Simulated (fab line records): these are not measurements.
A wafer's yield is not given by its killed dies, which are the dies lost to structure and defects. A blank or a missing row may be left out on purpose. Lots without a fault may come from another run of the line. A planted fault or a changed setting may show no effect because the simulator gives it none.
A lot that was struck, set against a sound lot | flow sky130 | 15 out of 708 route steps
Sound: the wafers L600.2, L600.3, L600.4. Struck: wafer L593.1. (L593.6 of the same lot was not struck and is left out.) The cause comes at the end.
For every step that has rows: the tool of each side, followed by ch and its chambers, followed by its first start. Under that, the readings that differ: sound wafers | struck wafers | difference of the means | sigmas: that difference in standard deviations of wafers without a fault.
alike: readings with means less than 2 such deviations apart, plus words and numbers identical on both sides. not compared: withheld readings, readings lacking a value on some wafer, bounds such as >300 that could conceal the same value, and numbers that have no deviation in the record and whose values overlap.
A row with sigmas, a row that says differs or no value, or rows on one side alone: a step with any of these is where the two part. Numbers that have no deviation but don't overlap get no sigmas and don't part them. A reading that every wafer of one side lacks parts them only if that side has two wafers or more.

SKY_VIA2_OVL_MEAS_13:
  sound on overlay-02 at day 40 22:48; struck on overlay-02 at day 39 00:15
  alike: VIA2_OVL
SKY_VIA2_ETCH_14: etches BARC in N2/H2, stops on SiO2, time 45.9 s, target depth 60 nm.
  sound on rie_diel-01 ch 1,2,3, day 40 22:50; struck on rie_diel-04 ch 0, day 39 00:17
  alike: drypump_motor_current_A, oes_product_au, throttle_valve_pct
  not compared: rf_hours_counter_h
SKY_VIA2_ETCH_15: etches SiO2 in C4F8/O2/Ar, stops on TiN, target depth 546 nm, time 84 s.
  sound on rie_diel-01 ch 1,2,3, day 40 22:52; struck on rie_diel-04 ch 0, day 39 00:20
  alike: oes_product_au
  not compared: rf_hours_counter_h
then, 4 steps without rows for these wafers: SKY_VIA2_STRIP_16 (strips in O2/N2); SKY_VIA2_STRIP_17 (strips in post etch residue remover, time 1200 s); SKY_VIA2_CLEAN_18 (cleans in IPA, time 180 s); SKY_VIA2_CLEAN_19 (cleans in O3/DIW).
SKY_VIA2_SPUTTER_20: material TiN, target thk 20 nm, time 80 s.
  sound on pvd_sputter-02 at day 40 23:36; struck on pvd_sputter-04 at day 39 01:02
  alike: throttle_valve_pct
SKY_VIA2_CVD_21: deposits W, target thk 420 nm, time 126.4 s.
  sound on cvd_w-01 ch 0,1, day 40 23:40; struck on cvd_w-01 ch 1, day 39 01:13
  alike: heater_power_w
SKY_VIA2_RS_MEAS_22: the measuring method here is four-point-probe.
  sound on film_metro-02 at day 40 23:49; struck on film_metro-03 at day 39 01:20
  alike: VIA2_W_RS
SKY_VIA2_THK_MEAS_23: measures by xrf.
  sound on film_metro-02 at day 40 23:55; struck on film_metro-03 at day 39 01:28
  alike: VIA2_W_THK
then, 1 step without rows for these wafers: SKY_VIA2_CMP_24 (polishes, stops on SiO2, t overpolish 20 s, target thk 0 nm).
SKY_METAL3_SPUTTER_00: material Ti, target thk 15 nm, time 10 s.
  sound on pvd_sputter-01 at day 41 00:16; struck on pvd_sputter-03 at day 39 01:49
  reading                                   | sound             | struck | difference | sigmas
  model.Ti_of_METAL3_SPUTTER_00.thk_nm (nm) | 14.97 15.16 14.97 | 20.05  | +5.02      |
  alike: throttle_valve_pct
SKY_METAL3_SPUTTER_01: material TiN, target thk 20 nm, time 16.7 s.
  sound on pvd_sputter-01 at day 41 00:17; struck on pvd_sputter-03 at day 39 01:50
  alike: throttle_valve_pct
-- the record jumps here: 9 days lie between the struck wafers' starts before and after (it left off in module METAL3 and takes up again in module PAD_OPEN, whose first step shown is number 708 of the route) --
SKY_PAD_OPEN_PROBE_99:
  sound on prober-02 at day 49 08:53; struck on prober-02 at day 48 00:39
  reading                  | sound          | struck | difference | sigmas
  defect_limited_yield (%) | 79.7 78.7 81.5 | 84.8   | +4.8       | +3
  killed_dies              | 100 105 91     | 75     | -24        | -3
  killed_open              | 57 63 50       | 40     | -17        | -2
  sort_n_pass              | 392 387 401    | 417    | +24        | +3
  sort_yield_pct (%)       | 79.7 78.7 81.5 | 84.8   | +4.8       | +3
  alike: killed_at_M0_to_M3, killed_at_M4_up, killed_at_contacts, killed_at_front_end, killed_at_other, killed_short, sort_bin_3_pad_short, sort_bin_5_function, sort_bin_6_memory

## WHERE THEY PART
Only at SKY_PAD_OPEN_PROBE_99, within this record.

WHY: whatever the simulator had introduced
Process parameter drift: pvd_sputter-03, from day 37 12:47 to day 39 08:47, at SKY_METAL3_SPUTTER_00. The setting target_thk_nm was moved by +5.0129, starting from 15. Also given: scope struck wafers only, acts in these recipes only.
